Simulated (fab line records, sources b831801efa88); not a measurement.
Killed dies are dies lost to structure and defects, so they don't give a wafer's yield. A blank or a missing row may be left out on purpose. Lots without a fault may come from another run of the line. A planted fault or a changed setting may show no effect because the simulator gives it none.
Which tool did it? | flow gf180mcu | 24 lots, 72 wafers sampled, at 3 steps of a route of 602

WHAT THE GAUGES READ, wafer by wafer
GF_SAB_OVL_MEAS_10. Usual: SAB_OVL -1.5 nm, standard deviation 1.2.
lot  | measured     | on         | SAB_OVL (nm)   | flag
L074 | day 14 23:17 | overlay-02 | -1.8 -2.3 -3.2 |
L075 | day 15 08:49 | overlay-02 | -2.2 -1.3 -1.5 |
L076 | day 15 20:11 | overlay-01 | -2.9 -3.1 -2.7 |
L077 | day 15 23:47 | overlay-02 | -2.6 -0.6 -1.3 |
L078 | day 16 11:12 | overlay-02 | 0.5 -2.0 -0.1  |
L079 | day 16 21:45 | overlay-01 | -0.2 -0.9 -2.9 |
L080 | day 17 07:23 | overlay-02 | -0.5 -2.0 -1.8 |
L081 | day 17 11:23 | overlay-02 | -2.0 1.1 -1.6  |
L082 | day 17 23:45 | overlay-01 | -0.2 0.5 -0.9  |
L083 | day 18 09:47 | overlay-02 | 0.1 -0.4 -1.5  |
L084 | day 18 18:32 | overlay-01 | 1.8 -1.3 -2.0  |
L085 | day 19 00:17 | overlay-01 | -0.8 -3.4 -1.0 |
L086 | day 19 09:59 | overlay-02 | 0.3 -1.9 0.0   |
L087 | day 20 04:20 | overlay-01 | -1.7 -3.5 -2.6 |
L088 | day 20 05:27 | overlay-01 | -1.4 -2.6 -1.6 |
L089 | day 20 19:22 | overlay-02 | -2.8 -3.4 -2.5 |
L090 | day 20 22:21 | overlay-02 | -1.5 -2.8 -2.2 |
L091 | day 21 10:18 | overlay-02 | -1.5 -0.3 0.2  |
L092 | day 21 13:26 | overlay-02 | -0.2 -0.8 -0.9 |
L093 | day 22 10:56 | overlay-02 | -1.2 -1.2 -2.3 |
L094 | day 22 14:06 | overlay-02 | -0.5 -2.2 -2.0 |
L096 | day 22 20:06 | overlay-01 | -2.5 -0.3 -0.9 |
L095 | day 22 20:30 | overlay-02 | -0.4 1.1 -0.7  |
L097 | day 23 09:18 | overlay-02 | -2.8 -3.0 -2.9 |

GF_V1_THK_MEAS_01. Usual: V1_CVD_00_THK 599 nm, standard deviation 5.1.
lot  | measured     | on            | V1_CVD_00_THK (nm) | flag
L074 | day 16 22:14 | film_metro-01 | 597 594 588        |
L075 | day 17 08:59 | film_metro-01 | 593 594 590        |
L076 | day 17 21:14 | film_metro-02 | 595 601 595        |
L077 | day 18 00:25 | film_metro-03 | 602 608 602        |
L078 | day 18 13:47 | film_metro-01 | 598 595 600        |
L079 | day 19 00:47 | film_metro-01 | 608 609 608        |
L080 | day 19 10:39 | film_metro-03 | 603 593 594        |
L081 | day 19 17:12 | film_metro-01 | 606 595 594        |
L082 | day 20 05:08 | film_metro-01 | 595 604 598        |
L083 | day 20 15:16 | film_metro-01 | 596 599 595        |
L084 | day 20 23:29 | film_metro-01 | 602 606 597        |
L085 | day 21 06:02 | film_metro-01 | 601 605 604        |
L086 | day 21 13:35 | film_metro-01 | 594 593 594        |
L087 | day 22 08:04 | film_metro-01 | 608 605 610        |
L088 | day 22 09:11 | film_metro-03 | 589 594 594        |
L089 | day 22 22:13 | film_metro-01 | 595 598 595        |
L090 | day 23 01:23 | film_metro-01 | 604 597 595        |
L091 | day 23 12:43 | film_metro-02 | 602 600 603        |
L092 | day 23 15:53 | film_metro-02 | 602 601 601        |
L093 | day 24 11:58 | film_metro-01 | 595 598 590        |
L094 | day 24 14:47 | film_metro-02 | 610 606 603        |
L096 | day 24 20:04 | film_metro-02 | 594 603 599        |
L095 | day 24 20:50 | film_metro-02 | 596 602 597        |
L097 | day 25 09:17 | film_metro-02 | 601 597 597        |

WHICH TOOL RAN EACH LOT (tool, then ch and the chambers of the sampled wafers, then the start)
lot  | GF_CONTACT_ETCH_16
L074 | rie_diel-04 ch 1,3, day 15 22:01
L075 | rie_diel-03 ch 0,1,2, day 16 07:46
L076 | rie_diel-01 ch 0,3, day 16 19:45
L077 | rie_diel-01 ch 0,1,3, day 16 23:09
L078 | rie_diel-01 ch 1,2,3, day 17 11:10
L079 | rie_diel-03 ch 0,1, day 17 22:13
L080 | rie_diel-03 ch 0,1,2, day 18 08:27
L081 | rie_diel-03 ch 0,1, day 18 13:43
L082 | rie_diel-03 ch 1,2, day 19 01:39
L083 | rie_diel-03 ch 0,1, day 19 11:39
L084 | rie_diel-03 ch 0,1,2, day 19 21:18
L085 | rie_diel-01 ch 0,1,2, day 20 03:19
L086 | rie_diel-03 ch 1,2, day 20 11:40
L087 | rie_diel-04 ch 1,2,3, day 21 06:31
L088 | rie_diel-01 ch 0,1,3, day 21 07:28
L089 | rie_diel-04 ch 0,1,3, day 21 20:30
L090 | rie_diel-04 ch 0,1,2, day 21 23:36
L091 | rie_diel-03 ch 0,1, day 22 11:37
L092 | rie_diel-03 ch 0,1,3, day 22 14:52
L093 | rie_diel-01 ch 0,2,3, day 23 11:13
L094 | rie_diel-03 ch 0,2, day 23 14:15
L096 | rie_diel-03 ch 0,3, day 23 20:06
L095 | rie_diel-01 ch 1,2,3, day 23 20:27
L097 | rie_diel-01 ch 1,2,3, day 24 09:33
- GF_CONTACT_ETCH_16: etches BARC in N2/H2.

WHAT THE TOOLS THEMSELVES READ (means of the sampled wafers that have a number; where no wafer has one, the mark that the record gives instead)
GF_CONTACT_ETCH_16. Usual: drypump_motor_current_A 5.8 A, standard deviation 0.34; oes_product_au 0.854 a.u., standard deviation 0.0048; throttle_valve_pct 13.224 %, standard deviation 0.0085.
lot  | tool        | drypump_motor_current_A (A) | oes_product_au (a.u.) | throttle_valve_pct (%) | flag
L074 | rie_diel-04 | 6.2                         | 0.848                 | 13.223                 |
L075 | rie_diel-03 | 5.9                         | 0.857                 | 13.224                 |
L076 | rie_diel-01 | 6.0                         | 0.857                 | 13.232                 |
L077 | rie_diel-01 | 5.9                         | 0.854                 | 13.215                 |
L078 | rie_diel-01 | 5.9                         | 0.858                 | 13.224                 |
L079 | rie_diel-03 | 5.8                         | 0.854                 | 13.225                 |
L080 | rie_diel-03 | 5.9                         | 0.854                 | 13.228                 |
L081 | rie_diel-03 | 5.8                         | 0.854                 | 13.224                 |
L082 | rie_diel-03 | 6.0                         | 0.851                 | 13.219                 |
L083 | rie_diel-03 | 5.8                         | 0.857                 | 13.222                 |
L084 | rie_diel-03 | 5.9                         | 0.855                 | 13.230                 |
L085 | rie_diel-01 | 5.6                         | 0.855                 | 13.222                 |
L086 | rie_diel-03 | 6.0                         | 0.855                 | 13.236                 |
L087 | rie_diel-04 | 5.9                         | 0.856                 | 13.238                 |
L088 | rie_diel-01 | 5.9                         | 0.849                 | 13.222                 |
L089 | rie_diel-04 | 5.8                         | 0.853                 | 13.224                 |
L090 | rie_diel-04 | 5.6                         | 0.857                 | 13.229                 |
L091 | rie_diel-03 | 5.7                         | 0.854                 | 13.226                 |
L092 | rie_diel-03 | 5.7                         | 0.851                 | 13.223                 |
L093 | rie_diel-01 | 5.7                         | 0.851                 | 13.223                 |
L094 | rie_diel-03 | 5.9                         | 0.857                 | 13.224                 |
L096 | rie_diel-03 | 5.7                         | 0.855                 | 13.224                 |
L095 | rie_diel-01 | 5.9                         | 0.859                 | 13.229                 |
L097 | rie_diel-01 | 5.9                         | 0.854                 | 13.221                 |

THE ANSWER, worked out from the rows above alone
Rule: a lot is off if the mean of its wafers that have a number lies more than 3 standard deviations from the usual mean. A lot without any number at a reading at which 4 lots or more have one is off too. The other lots that the step has rows for count as sound. The gauges are gone through in route order, then the tools' own readings, and for those a lot's mean is taken as printed above. The first step at which some lot is off is used, and at that step the reading that is off furthest; a lot without a number counts as furthest.
No lot is off at any reading shown: from this, nothing can be told.

WHAT THE SIMULATOR HAD PUT IN
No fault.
